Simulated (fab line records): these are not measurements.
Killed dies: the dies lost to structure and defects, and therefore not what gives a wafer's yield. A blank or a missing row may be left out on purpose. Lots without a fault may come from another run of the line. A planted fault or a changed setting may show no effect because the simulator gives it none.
The same fault as seen by 2 desks    flow sky130    numbers are kept per desk, each desk with only its own; the story behind them comes last

## FOR THE TOOL OWNER'S DESK: implanter-01
The tool's own readings at SKY_VT_ADJUST_LVTN_IMPLANT_19: means of the sampled wafers that have a number, for each lot that ran on this tool. Marked OUT: a lot whose mean sits more than 4 standard deviations from the usual mean, which makes it out of limits; the brackets give that distance.
Columns: A = end_station_pressure_torr at SKY_VT_ADJUST_LVTN_IMPLANT_19, usual 4.98e-06 Torr; B = faraday_current_uA at SKY_VT_ADJUST_LVTN_IMPLANT_19, usual 3.66
lot   first seen here  A         B
L857  day 8 02:45      4.92e-06  3.67
L863  day 9 17:32      4.88e-06  3.65
L865  day 10 09:29     5.12e-06  3.69
L866  day 10 17:19     4.95e-06  3.63
L868  day 11 00:03     5.10e-06  3.67
L870  day 11 20:54     5.07e-06  3.70
L872  day 12 14:15     4.88e-06  3.62
This desk found nothing out of limits on any of the 7 lots.

## AT THE METROLOGY DESK
Lot by lot, what the gauges showed, no matter which tool ran the lot: averages of those sampled wafers that carry a number. Marked OUT: a lot whose mean sits more than 4 standard deviations from the usual mean, which makes it out of limits; the brackets give that distance.
Columns: A = VT_ADJUST_LVTN_TW at SKY_VT_ADJUST_LVTN_TW_MEAS_10, usual 238; B = VT_ADJUST_LVTN_2_TW at SKY_VT_ADJUST_LVTN_TW_MEAS_21, usual 185.7; C = cd_nm at SKY_VT_ADJUST_HVTR_CD_MEAS_07, usual 380.2 nm
lot   first seen here  A    B      C
L857  day 7 07:41      243  185.4  380.7
L858  day 7 23:07      236  188.8  378.6
L860  day 8 07:39      237  181.5  378.9
L862  day 8 17:02      243  181.8  378.6
L863  day 8 17:41      235  186.1  383.5
L864  day 9 09:12      234  185.6  377.6
L865  day 9 11:18      243  184.0  379.2
L866  day 9 18:26      243  185.5  379.8
L868  day 10 01:16     237  187.3  377.6
L869  day 10 06:24     238  186.2  383.9
L870  day 10 22:02     239  184.3  382.3
L872  day 11 14:54     239  181.7  380.1
L879  day 12 20:43     236  186.1  380.9
This desk found nothing out of limits on any of the 13 lots.

## BROUGHT TOGETHER
The desk of the tool owner found nothing out of limits.
At the metrology desk, nothing out of limits was observed.

## WHAT WAS PUT IN BY THE SIMULATOR
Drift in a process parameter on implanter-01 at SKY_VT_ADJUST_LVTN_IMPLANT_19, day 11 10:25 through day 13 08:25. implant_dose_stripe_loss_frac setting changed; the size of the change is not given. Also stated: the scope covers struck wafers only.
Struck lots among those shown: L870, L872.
